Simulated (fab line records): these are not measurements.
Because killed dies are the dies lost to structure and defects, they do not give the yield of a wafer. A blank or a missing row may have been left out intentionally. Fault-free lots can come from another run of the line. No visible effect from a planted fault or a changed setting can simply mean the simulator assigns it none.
Which tool is to blame?	flow sky130	36 wafers from 12 lots sampled at 5 of the route's 708 steps

WHAT EACH GAUGE READ, for each wafer
SKY_GATE_OXIDE_THK_MEAS_02.
lot	measured	on	GATE_OXIDE_OXIDATION_00_THK (nm)
L969	day 12 16:06	film-metro-03	10.23 10.03 10.27
L972	day 13 13:20	film-metro-01	10.27 10.15 10.30
L974	day 14 03:27	film-metro-02	10.36 10.42 10.47
L975	day 14 17:15	film-metro-02	10.53 10.44 10.60
L976	day 15 00:35	film-metro-02	10.26 10.52 10.53
L980	day 16 23:48	film-metro-01	10.60 10.55 10.78
L981	day 17 13:43	film-metro-02	10.22 10.43 10.31
L982	day 17 21:35	film-metro-01	10.03 9.94 9.75
L987	day 18 15:45	film-metro-03	10.39 10.57 10.59
L986	day 18 20:00	film-metro-02	10.16 10.25 10.20
L991	day 20 11:12	film-metro-01	10.20 10.33 10.29
L992	day 20 11:12	film-metro-02	10.17 10.33 10.32

SKY_POLY_GATE_THK_MEAS_21.
lot	measured	on	POLY_GATE_OXIDATION_THK (nm)
L969	day 16 07:34	film-metro-03	4.12 4.08 4.11
L972	day 17 05:03	film-metro-02	3.99 3.97 3.92
L974	day 18 00:43	film-metro-02	3.99 4.04 4.01
L975	day 18 11:49	film-metro-03	4.11 4.09 4.07
L976	day 18 21:16	film-metro-03	3.87 3.93 4.00
L980	day 21 02:10	film-metro-02	4.09 4.07 4.12
L981	day 21 21:39	film-metro-02	3.84 3.86 3.87
L982	day 22 01:42	film-metro-03	3.85 3.83 3.82
L987	day 22 18:10	film-metro-04	4.13 4.05 4.02
L986	day 22 23:04	film-metro-04	4.16 4.17 4.11
L991	day 24 12:16	film-metro-04	4.13 4.08 4.12
L992	day 24 14:57	film-metro-04	3.99 4.00 3.89

WHAT TOOL EACH LOT RAN ON (gives the tool, then ch and the chambers of the sampled wafers, and finally the start)
lot	SKY_NWELL_COAT_18	SKY_NWELL_STRIP_25	SKY_POLY_GATE_ETCH_17
L969	litho-track-02 ch 0, day 4 22:13	plasma-asher-03 ch 0,1, day 5 06:47	rie-si-02 ch 1,2,3, day 16 05:11
L972	litho-track-04 ch 0, day 5 16:13	plasma-asher-03 ch 0,1, day 6 01:38	rie-si-02 ch 0,1, day 17 02:47
L974	litho-track-02 ch 0, day 6 01:16	plasma-asher-02 ch 0,1, day 6 11:16	rie-si-01 ch 0,1,2, day 17 22:20
L975	litho-track-04 ch 0, day 6 11:17	plasma-asher-02 ch 0,1, day 6 21:43	rie-si-02 ch 1,2,3, day 18 10:20
L976	litho-track-03 ch 0, day 6 16:58	plasma-asher-04 ch 0,1, day 7 02:40	rie-si-01 ch 0,2,3, day 18 17:53
L980	litho-track-02 ch 0, day 8 00:18	plasma-asher-03 ch 0,1, day 8 10:59	rie-si-01 ch 1,3, day 21 00:41
L981	litho-track-02 ch 0, day 8 13:22	plasma-asher-03 ch 0,1, day 8 23:14	rie-si-02 ch 0,1,3, day 21 20:10
L982	litho-track-02 ch 0, day 8 17:13	plasma-asher-04 ch 0,1, day 9 03:10	rie-si-01 ch 1,2,3, day 22 00:14
L987	litho-track-03 ch 0, day 9 06:06	plasma-asher-03 ch 0,1, day 9 18:05	rie-si-01 ch 1,2, day 22 16:41
L986	litho-track-02 ch 0, day 9 07:43	plasma-asher-03 ch 0,1, day 9 20:20	rie-si-02 ch 1,3, day 22 21:37
L991	litho-track-04 ch 0, day 10 11:16	plasma-asher-04 ch 0,1, day 10 23:29	rie-si-02 ch 0,3, day 24 10:49
L992	litho-track-03 ch 0, day 10 13:06	plasma-asher-03 ch 0,1, day 11 01:55	rie-si-01 ch 0,3, day 24 13:29
- SKY_NWELL_COAT_18: resist thk 3000 nm.
- SKY_NWELL_STRIP_25: strips in O2/N2.
- SKY_POLY_GATE_ETCH_17: etches poly-Si in HBr/Cl2, stops on SiO2, target depth 180 nm, time 70.5 s.

WHAT THE TOOLS THEMSELVES READ (means of the sampled wafers that have a number; where no wafer has one, the mark that the record gives instead)
SKY_NWELL_COAT_18.
lot	tool	exhaust-pa (Pa)
L969	litho-track-02	44.9
L972	litho-track-04	46.0
L974	litho-track-02	44.8
L975	litho-track-04	44.3
L976	litho-track-03	45.1
L980	litho-track-02	45.1
L981	litho-track-02	45.1
L982	litho-track-02	45.4
L987	litho-track-03	45.6
L986	litho-track-02	44.8
L991	litho-track-04	45.2
L992	litho-track-03	45.7

SKY_NWELL_STRIP_25.
lot	tool	drypump-motor-current-A (A)	oes-product-au (a.u.)	strip-time-to-endpoint-s (s)
L969	plasma-asher-03	6.0	0.720	36.75
L972	plasma-asher-03	6.1	0.721	36.88
L974	plasma-asher-02	5.4	0.723	37.05
L975	plasma-asher-02	5.4	0.722	36.87
L976	plasma-asher-04	5.9	0.722	36.79
L980	plasma-asher-03	6.0	0.719	36.87
L981	plasma-asher-03	6.1	0.719	36.91
L982	plasma-asher-04	5.8	0.716	30.05
L987	plasma-asher-03	6.1	0.724	36.91
L986	plasma-asher-03	6.1	0.718	29.81
L991	plasma-asher-04	5.9	0.721	36.86
L992	plasma-asher-03	6.1	0.723	37.03

SKY_POLY_GATE_ETCH_17.
lot	tool	drypump-motor-current-A (A)	oes-product-au (a.u.)	throttle-valve-pct (%)
L969	rie-si-02	5.9	0.987	33.681
L972	rie-si-02	5.6	0.982	33.685
L974	rie-si-01	5.9	0.987	33.687
L975	rie-si-02	5.9	0.982	33.680
L976	rie-si-01	5.9	0.984	33.691
L980	rie-si-01	5.6	0.984	33.683
L981	rie-si-02	5.6	0.973	33.680
L982	rie-si-01	5.6	0.987	33.683
L987	rie-si-01	5.6	0.989	33.676
L986	rie-si-02	5.5	0.979	33.682
L991	rie-si-02	5.7	0.978	33.678
L992	rie-si-01	6.2	0.989	33.681

THE ANSWER, worked out from the rows above alone
Rule: what is usual is taken from the lots themselves. Put in order of their means at a reading, lots are off if they are a third of the lots or fewer, leave a main group of 4 or more, and stand apart from it by a gap of 3 or more times the standard deviation of the main group's means; of several such gaps the widest counts. A main group whose means are all the same, to the digits that the tables above print for the reading, isn't used. Also off: a lot with no number at a reading for which 4 or more lots have one. All remaining lots with rows at the step are treated as sound. Order of review: gauges by route order, followed by the tools' own readings, for which a lot's mean as printed above is used. At the first step where some lot is off, the reading lying furthest off is the one used; lots without a number count as furthest.
Off: L982, L986 (SKY_NWELL_STRIP_25, strip-time-to-endpoint-s). Mean 36.89 s and standard deviation 0.088 in the main group.
A tool fits if, at that step or a process step before it, it ran every lot that is off, and no sound lot after the first of them. One fits: SKY_NWELL_COAT_18 on litho-track-02. Its last sound lot is L981 (day 8 13:22), its first lot that is off L982 (day 8 17:13): a fault that began between those two fits.

WHAT THE SIMULATOR HAD INSERTED
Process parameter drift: litho-track-02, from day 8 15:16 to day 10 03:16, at SKY_NWELL_COAT_18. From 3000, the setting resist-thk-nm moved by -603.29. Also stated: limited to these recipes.
Struck lots among those shown: L982, L986. Same finding as the rule above.
